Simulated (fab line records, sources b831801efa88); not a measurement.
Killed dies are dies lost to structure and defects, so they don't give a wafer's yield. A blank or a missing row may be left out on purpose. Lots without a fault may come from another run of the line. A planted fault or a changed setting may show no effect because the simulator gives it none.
Which tool did it? | flow sky130 | 12 lots, 36 wafers sampled, at 5 steps of a route of 708

WHAT THE GAUGES READ, wafer by wafer
The record holds no reading of a measuring or inspecting step that can be judged against a usual standard deviation.

WHICH TOOL RAN EACH LOT (tool, then ch and the chambers of the sampled wafers, then the start)
lot  | SKY_VIA1_ETCH_14                   | SKY_VIA1_ETCH_15                   | SKY_VIA1_CMP_24               | SKY_METAL2_SPUTTER_03        | SKY_PAD_OPEN_PROBE_99
L307 | rie_diel-01 ch 1,2,3, day 34 04:39 | rie_diel-01 ch 1,2,3, day 34 04:41 | cmp-01 ch 1,2,3, day 34 05:40 | pvd_sputter-02, day 34 06:02 | prober-01, day 45 21:52
L308 | rie_diel-01 ch 1,3, day 34 14:25   | rie_diel-01 ch 1,3, day 34 14:28   | cmp-02 ch 1,2,3, day 34 15:34 | pvd_sputter-04, day 34 15:50 | prober-02, day 46 06:04
L309 | rie_diel-01 ch 2,3, day 34 23:28   | rie_diel-01 ch 2,3, day 34 23:30   | cmp-02 ch 1,3, day 35 00:32   | pvd_sputter-04, day 35 00:51 | prober-01, day 46 13:07
L310 | rie_diel-03 ch 0,1, day 35 08:27   | rie_diel-03 ch 0,1, day 35 08:29   | cmp-02 ch 1,3, day 35 09:28   | pvd_sputter-02, day 35 09:50 | prober-02, day 46 20:03
L312 | rie_diel-04 ch 0,1,3, day 36 01:52 | rie_diel-04 ch 0,1,3, day 36 01:54 | cmp-01 ch 0,1, day 36 02:53   | pvd_sputter-04, day 36 03:15 | prober-02, day 47 09:13
L313 | rie_diel-01 ch 1,2, day 36 13:02   | rie_diel-01 ch 1,2, day 36 13:04   | cmp-01 ch 1,2,3, day 36 14:11 | pvd_sputter-04, day 36 14:27 | prober-01, day 47 19:43
L314 | rie_diel-04 ch 0,2,3, day 36 17:38 | rie_diel-04 ch 0,2,3, day 36 17:40 | cmp-02 ch 0,1,3, day 36 18:44 | pvd_sputter-02, day 36 19:04 | prober-02, day 47 22:31
L315 | rie_diel-04 ch 1,2, day 37 00:13   | rie_diel-04 ch 1,2, day 37 00:15   | cmp-01 ch 1,2,3, day 37 01:29 | pvd_sputter-04, day 37 01:45 | prober-01, day 48 02:29
L317 | rie_diel-03 ch 2,3, day 37 17:39   | rie_diel-03 ch 2,3, day 37 17:41   | cmp-02 ch 0,1,2, day 37 18:43 | pvd_sputter-02, day 37 19:02 | prober-01, day 48 16:46
L318 | rie_diel-03 ch 1,2,3, day 37 23:31 | rie_diel-03 ch 1,2,3, day 37 23:33 | cmp-02 ch 1,2,3, day 38 00:34 | pvd_sputter-02, day 38 00:53 | prober-02, day 48 18:16
L319 | rie_diel-01 ch 0,3, day 38 06:40   | rie_diel-01 ch 0,3, day 38 06:43   | cmp-01 ch 1,2, day 38 07:42   | pvd_sputter-02, day 38 08:04 | prober-01, day 48 23:32
L322 | rie_diel-01 ch 1,2,3, day 39 01:12 | rie_diel-01 ch 1,2,3, day 39 01:14 | cmp-02 ch 0,1,3, day 39 02:31 | pvd_sputter-01, day 39 02:53 | prober-02, day 49 15:13
- SKY_VIA1_ETCH_14: etches BARC in N2/H2, stops on SiO2, time 45.9 s, target depth 60 nm.
- SKY_VIA1_ETCH_15: etches SiO2 in C4F8/O2/Ar, stops on TiN, target depth 351 nm, time 54 s.
- SKY_VIA1_CMP_24: polishes, stops on SiO2, t overpolish 15 s, target thk 0 nm.
- SKY_METAL2_SPUTTER_03: material Ti, target thk 5 nm, time 3.3 s.
- SKY_PAD_OPEN_PROBE_99

WHAT THE TOOLS THEMSELVES READ (means of the sampled wafers that have a number; where no wafer has one, the mark that the record gives instead)
SKY_VIA1_ETCH_14.
lot  | tool        | drypump_motor_current_A (A) | oes_product_au (a.u.) | rf_fwd_power_W (W) | throttle_valve_pct (%)
L307 | rie_diel-01 | 5.8                         | 0.857                 | 497.0              | 13.227
L308 | rie_diel-01 | 5.5                         | 0.855                 | 494.7              | 13.233
L309 | rie_diel-01 | 5.9                         | 0.858                 | 498.1              | 13.230
L310 | rie_diel-03 | 5.7                         | 0.857                 | 494.8              | 13.222
L312 | rie_diel-04 | 6.4                         | 0.856                 | 493.3              | 13.223
L313 | rie_diel-01 | 6.0                         | 0.849                 | 497.5              | 13.233
L314 | rie_diel-04 | 6.3                         | 0.853                 | 493.5              | 13.217
L315 | rie_diel-04 | 6.0                         | 0.853                 | 493.0              | 13.228
L317 | rie_diel-03 | 5.7                         | 0.852                 | 495.1              | 13.227
L318 | rie_diel-03 | 5.7                         | 0.851                 | 495.2              | 13.228
L319 | rie_diel-01 | 5.7                         | 0.846                 | 496.8              | 13.216
L322 | rie_diel-01 | 5.8                         | 0.853                 | 495.6              | 13.229

SKY_VIA1_ETCH_15.
lot  | tool        | oes_product_au (a.u.) | rf_fwd_power_W (W)
L307 | rie_diel-01 | 0.977                 | 1490
L308 | rie_diel-01 | 0.975                 | 1489
L309 | rie_diel-01 | 0.980                 | 1502
L310 | rie_diel-03 | 0.977                 | 1486
L312 | rie_diel-04 | 0.980                 | 1481
L313 | rie_diel-01 | 0.980                 | 1486
L314 | rie_diel-04 | 0.981                 | 1484
L315 | rie_diel-04 | 0.978                 | 1489
L317 | rie_diel-03 | 0.984                 | 1488
L318 | rie_diel-03 | 0.986                 | 1484
L319 | rie_diel-01 | 0.982                 | 1493
L322 | rie_diel-01 | 0.969                 | 1407

SKY_VIA1_CMP_24.
lot  | tool   | motor_current_A (A) | overpolish_run_s (s) | time_to_endpoint_s (s)
L307 | cmp-01 | 12.4                | 15.000               | 58.2
L308 | cmp-02 | 10.5                | 15.002               | 67.8
L309 | cmp-02 | 11.2                | 14.994               | 66.6
L310 | cmp-02 | 11.1                | 15.004               | 66.8
L312 | cmp-01 | 12.0                | 15.002               | 65.1
L313 | cmp-01 | 12.0                | 15.005               | 60.6
L314 | cmp-02 | 10.5                | 15.002               | 66.2
L315 | cmp-01 | 12.4                | 15.001               | 60.9
L317 | cmp-02 | 10.6                | 14.999               | 63.4
L318 | cmp-02 | 10.8                | 14.997               | 66.5
L319 | cmp-01 | 12.4                | 15.002               | 65.5
L322 | cmp-02 | 10.6                | 15.001               | 66.0

SKY_METAL2_SPUTTER_03.
lot  | tool           | throttle_valve_pct (%)
L307 | pvd_sputter-02 | 29.8
L308 | pvd_sputter-04 | 31.9
L309 | pvd_sputter-04 | 30.3
L310 | pvd_sputter-02 | 30.0
L312 | pvd_sputter-04 | 29.9
L313 | pvd_sputter-04 | 31.2
L314 | pvd_sputter-02 | 29.8
L315 | pvd_sputter-04 | 31.1
L317 | pvd_sputter-02 | 29.7
L318 | pvd_sputter-02 | 29.8
L319 | pvd_sputter-02 | 29.5
L322 | pvd_sputter-01 | 30.1

SKY_PAD_OPEN_PROBE_99.
lot  | tool      | defect_limited_yield (%) | killed_at_M0_to_M3 | killed_at_M4_up | killed_at_contacts | killed_at_front_end | killed_at_other | killed_dies | killed_open | killed_short
L307 | prober-01 | 81.1                     | 41                 | 2.3             | 28                 | 21                  | 0.3             | 93          | 51          | 40
L308 | prober-02 | 82.5                     | 45                 | 3.3             | 24                 | 14                  | 0.0             | 86          | 48          | 38
L309 | prober-01 | 83.5                     | 38                 | 3.0             | 23                 | 17                  | 0.0             | 81          | 46          | 34
L310 | prober-02 | 82.1                     | 50                 | 3.3             | 21                 | 14                  | 0.0             | 88          | 53          | 35
L312 | prober-02 | 83.1                     | 42                 | 2.0             | 22                 | 17                  | 0.3             | 83          | 48          | 35
L313 | prober-01 | 83.3                     | 47                 | 3.0             | 16                 | 15                  | 0.3             | 82          | 45          | 37
L314 | prober-02 | 80.4                     | 47                 | 3.3             | 27                 | 18                  | 1.7             | 96          | 53          | 42
L315 | prober-01 | 83.1                     | 46                 | 2.3             | 20                 | 15                  | 0.0             | 83          | 41          | 42
L317 | prober-01 | 82.6                     | 41                 | 4.7             | 26                 | 13                  | 0.3             | 86          | 48          | 36
L318 | prober-02 | 82.7                     | 46                 | 3.7             | 24                 | 11                  | 0.0             | 85          | 48          | 36
L319 | prober-01 | 83.9                     | 37                 | 2.3             | 28                 | 12                  | 0.0             | 79          | 43          | 36
L322 | prober-02 | 82.3                     | 43                 | 3.0             | 23                 | 18                  | 0.3             | 87          | 43          | 44

THE ANSWER, worked out from the rows above alone
Rule: what is usual is taken from the lots themselves. Put in order of their means at a reading, lots are off if they are a third of the lots or fewer, leave a main group of 4 or more, and stand apart from it by a gap of 3 or more times the standard deviation of the main group's means; of several such gaps the widest counts. A main group whose means are all the same, to the digits that the tables above print for the reading, isn't used. A lot without any number at a reading at which 4 lots or more have one is off too. The other lots that the step has rows for count as sound. The gauges are gone through in route order, then the tools' own readings, and for those a lot's mean is taken as printed above. The first step at which some lot is off is used, and at that step the reading that is off furthest; a lot without a number counts as furthest.
Off: L322, at SKY_VIA1_ETCH_15 (rf_fwd_power_W). The main group: mean 1488 W, standard deviation 5.3.
A tool fits if, at that step or a process step before it, it ran every lot that is off, and no sound lot after the first of them. One fits: rie_diel-01 at SKY_VIA1_ETCH_14 and SKY_VIA1_ETCH_15. At SKY_VIA1_ETCH_14 its last sound lot is L319 (day 38 06:40), its first lot that is off L322 (day 39 01:12): a fault that began between those two fits.

WHAT THE SIMULATOR HAD PUT IN
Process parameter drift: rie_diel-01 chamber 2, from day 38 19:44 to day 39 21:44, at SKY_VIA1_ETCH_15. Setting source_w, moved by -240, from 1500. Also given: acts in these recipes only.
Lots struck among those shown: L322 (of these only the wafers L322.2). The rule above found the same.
